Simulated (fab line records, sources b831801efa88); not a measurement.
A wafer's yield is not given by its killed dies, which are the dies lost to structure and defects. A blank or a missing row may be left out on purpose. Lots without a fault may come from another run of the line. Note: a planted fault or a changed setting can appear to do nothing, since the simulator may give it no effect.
8D (eight disciplines) problem report, filled in by code -- flow sky130 -- the parts of the form that need people (team, actions taken, sign-off) are left out

## 1. PROBLEM STATEMENT
Mean VT_ADJUST_PCH_TW at SKY_VT_ADJUST_PCH_TW_MEAS_10: 151.2 over 6 wafers in 2 lots; fault-free wafers: 142.3, standard deviation 0.73. That is +12 standard deviations from the usual mean.
Seen first at day 13 23:44 on filmMetro-03, wafer L271.3. Wafers with a number at this step in the record: 36, from 12 lots. By rule, "out" or "out of limits" means more than 4 standard deviations away from the usual mean. All remaining wafers that have a number are taken as sound.

## 2. WHAT THIS IS AND IS NOT
question,is,is not
which readings at this step,VT_ADJUST_PCH_TW,-
which lots,"L271, L273","L261, L262, L263, L264, L265, L276, L278, L279, L282, L283"
which wafers of those lots,all that have a number,-
read on which gauges,"filmMetro-03, filmMetro-04",filmMetro-01
when,from day 13 23:44,"up to then (15 sound wafers); but 15 sound wafers of L276, L278, L279, L282, L283 came after"

## 3. WHAT RULES OUT EACH SUSPECT
Counting: a tool at a process step up to the reading stays a suspect if it ran every lot that is out and no sound lot after the first of them.
- the gauge at SKY_VT_ADJUST_PCH_TW_MEAS_10 has been ruled out. 2 gauges (filmMetro-03, filmMetro-04) read the wafers that are out.
- plasmaAsher-02 at SKY_VT_ADJUST_LVTN_STRIP_20 (strips in O2/N2): ruled out as a lasting fault. Following L271 (day 10 23:02), the first lot on it that is out, the sound lots L276, L278 were run on it.
- implanter-04 at SKY_VT_ADJUST_PCH_IMPLANT_08: ruled out as a lasting fault. Following L271 (day 13 23:31), the first lot on it that is out, the sound lots L282 were run on it.
Left after counting: nothing in the record.

## 4. THE CAUSE (what the simulator had put in)
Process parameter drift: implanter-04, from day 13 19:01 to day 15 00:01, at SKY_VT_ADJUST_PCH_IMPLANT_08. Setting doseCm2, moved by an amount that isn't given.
The count ruled it out by mistake, since the rule takes a fault to strike every lot its tool runs from the start of the fault on, and this one did not do so.

## 5. THE EFFECT CHAIN, in route order
One row per reading whose mean, taken over the struck wafers that have a number, lies over 3 standard deviations from the usual. Only readings for which the record gives a usual standard deviation are gone through. hours: the time from each lot's start at the first step in this table that gives one to its start at this step, as a median over the lots. sigmas: the change in usual standard deviations.
hours,step,reading,usual,on struck wafers,change,sigmas
0,SKY_VT_ADJUST_PCH_IMPLANT_08,doseIonsCm2,5e+11,6e+11,+1e+11,+99 or more
0,SKY_VT_ADJUST_PCH_IMPLANT_08,faradayCurrentUA,2.82,3.55,+0.73,+13
0,SKY_VT_ADJUST_PCH_TW_MEAS_10,VT_ADJUST_PCH_TW,142.3,151.2,+8.9,+12
Its process steps:
- SKY_VT_ADJUST_PCH_IMPLANT_08

## 6. WHAT WOULD HAVE CAUGHT IT SOONER
5 hours passed between the start of the fault at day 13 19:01 and the first reading out of limits at a measuring or inspecting step in this record, taken at day 13 23:44.
At SKY_VT_ADJUST_PCH_IMPLANT_08, the tool's own readings (doseIonsCm2, faradayCurrentUA) were out on each struck wafer the step has a row for, so an alarm limit on them would have fired on the first such wafer.
